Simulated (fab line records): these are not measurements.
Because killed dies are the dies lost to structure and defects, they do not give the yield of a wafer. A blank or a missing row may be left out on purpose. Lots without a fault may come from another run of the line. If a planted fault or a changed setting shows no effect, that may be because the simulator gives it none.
Shared-tool check || flow gf180mcu || Lots sampled 13, wafers sampled 39

WHY IT WAS OPENED
4 of 13 lots carry a flag on the reading MVSD_TW at GF_MVSD_TW_MEAS_11. Fault-free wafers read 1562, with a standard deviation of 25.
Rule: a lot is flagged when every wafer of it that has a number lies more than 4 standard deviations from that mean, or none has a number. The rest of the lots are taken to be sound.

{"lot": "L275", "measured": "day 4 19:49", "on": "film metro-02", "MVSD_TW, wafer by wafer": "1588 1589 1596", "flag": ""}
{"lot": "L278", "measured": "day 5 08:55", "on": "film metro-04", "MVSD_TW, wafer by wafer": "1538 1551 1543", "flag": ""}
{"lot": "L279", "measured": "day 5 19:01", "on": "film metro-04", "MVSD_TW, wafer by wafer": "1539 1540 1537", "flag": ""}
{"lot": "L280", "measured": "day 5 19:07", "on": "film metro-04", "MVSD_TW, wafer by wafer": "1539 1541 1544", "flag": ""}
{"lot": "L284", "measured": "day 6 14:44", "on": "film metro-02", "MVSD_TW, wafer by wafer": "1863 1871 1862", "flag": "FLAGGED"}
{"lot": "L285", "measured": "day 6 20:59", "on": "film metro-04", "MVSD_TW, wafer by wafer": "1789 1793 1783", "flag": "FLAGGED"}
{"lot": "L286", "measured": "day 6 23:21", "on": "film metro-04", "MVSD_TW, wafer by wafer": "1554 1553 1545", "flag": ""}
{"lot": "L287", "measured": "day 7 07:21", "on": "film metro-04", "MVSD_TW, wafer by wafer": "1799 1794 1795", "flag": "FLAGGED"}
{"lot": "L288", "measured": "day 7 13:59", "on": "film metro-02", "MVSD_TW, wafer by wafer": "1857 1868 1866", "flag": "FLAGGED"}
{"lot": "L293", "measured": "day 8 19:31", "on": "film metro-04", "MVSD_TW, wafer by wafer": "1555 1552 1549", "flag": ""}
{"lot": "L295", "measured": "day 9 07:01", "on": "film metro-02", "MVSD_TW, wafer by wafer": "1595 1593 1597", "flag": ""}
{"lot": "L297", "measured": "day 9 18:27", "on": "film metro-04", "MVSD_TW, wafer by wafer": "1538 1539 1546", "flag": ""}
{"lot": "L298", "measured": "day 9 22:42", "on": "film metro-02", "MVSD_TW, wafer by wafer": "1597 1594 1588", "flag": ""}
The numbers of the flagged lots are 1828 on average: +266 against the usual, or +11 standard deviations.

TOOL THAT RAN EACH LOT
The record keeps 1 process step preceding the reading, out of 602 steps on the route. Cell contents, in order: the tool; ch with the chambers the sampled wafers went through; the start.
{"lot": "L275", "flag": "", "GF_MVSD_IMPLANT_08": "implanter-02 ch 0, day 4 19:27"}
{"lot": "L278", "flag": "", "GF_MVSD_IMPLANT_08": "implanter-03 ch 0, day 5 08:31"}
{"lot": "L279", "flag": "", "GF_MVSD_IMPLANT_08": "implanter-02 ch 0, day 5 14:27"}
{"lot": "L280", "flag": "", "GF_MVSD_IMPLANT_08": "implanter-03 ch 0, day 5 14:49"}
{"lot": "L284", "flag": "FLAGGED", "GF_MVSD_IMPLANT_08": "implanter-03 ch 0, day 6 14:22"}
{"lot": "L285", "flag": "FLAGGED", "GF_MVSD_IMPLANT_08": "implanter-03 ch 0, day 6 20:35"}
{"lot": "L286", "flag": "", "GF_MVSD_IMPLANT_08": "implanter-02 ch 0, day 6 22:57"}
{"lot": "L287", "flag": "FLAGGED", "GF_MVSD_IMPLANT_08": "implanter-03 ch 0, day 7 06:57"}
{"lot": "L288", "flag": "FLAGGED", "GF_MVSD_IMPLANT_08": "implanter-03 ch 0, day 7 13:35"}
{"lot": "L293", "flag": "", "GF_MVSD_IMPLANT_08": "implanter-02 ch 0, day 8 19:08"}
{"lot": "L295", "flag": "", "GF_MVSD_IMPLANT_08": "implanter-01 ch 0, day 9 06:38"}
{"lot": "L297", "flag": "", "GF_MVSD_IMPLANT_08": "implanter-01 ch 0, day 9 18:03"}
{"lot": "L298", "flag": "", "GF_MVSD_IMPLANT_08": "implanter-03 ch 0, day 9 22:18"}
What is done by these steps:
- GF_MVSD_IMPLANT_08
- GF_MVSD_TW_MEAS_11

FLAGGED AGAINST TOTAL, ONE TOOL AT A TIME (gauges that did the reading follow at the end)
{"step": "GF_MVSD_IMPLANT_08", "tool": "implanter-01", "lots run": 2, "flagged": 0, "share of the flagged lots": "none", "sound lots run after its first flagged lot": "-"}
{"step": "GF_MVSD_IMPLANT_08", "tool": "implanter-02", "lots run": 4, "flagged": 0, "share of the flagged lots": "none", "sound lots run after its first flagged lot": "-"}
{"step": "GF_MVSD_IMPLANT_08", "tool": "implanter-03", "lots run": 7, "flagged": 4, "share of the flagged lots": "all", "sound lots run after its first flagged lot": "1 (L298)"}
{"step": "GF_MVSD_TW_MEAS_11", "tool": "film metro-02", "lots run": 5, "flagged": 2, "share of the flagged lots": "some", "sound lots run after its first flagged lot": "2 (L295,L298)"}
{"step": "GF_MVSD_TW_MEAS_11", "tool": "film metro-04", "lots run": 8, "flagged": 2, "share of the flagged lots": "some", "sound lots run after its first flagged lot": "3 (L286,L293,L297)"}

THE TABLE: WHAT IT ALLOWS
1 row of the table ran every flagged lot: implanter-03 at GF_MVSD_IMPLANT_08.
- implanter-03 at GF_MVSD_IMPLANT_08 ran 7 lots, 4 of them flagged. Sound lots followed the first flagged one (L298) on it, something a lasting fault affecting the whole tool could not allow. Its own readings (dose ions cm2, faraday current uA) fall more than 4 standard deviations out on all wafers of the flagged lots.
There is no row in the table that ran each flagged lot and no sound lot after the first.

WHAT THE SIMULATOR HAD PUT IN
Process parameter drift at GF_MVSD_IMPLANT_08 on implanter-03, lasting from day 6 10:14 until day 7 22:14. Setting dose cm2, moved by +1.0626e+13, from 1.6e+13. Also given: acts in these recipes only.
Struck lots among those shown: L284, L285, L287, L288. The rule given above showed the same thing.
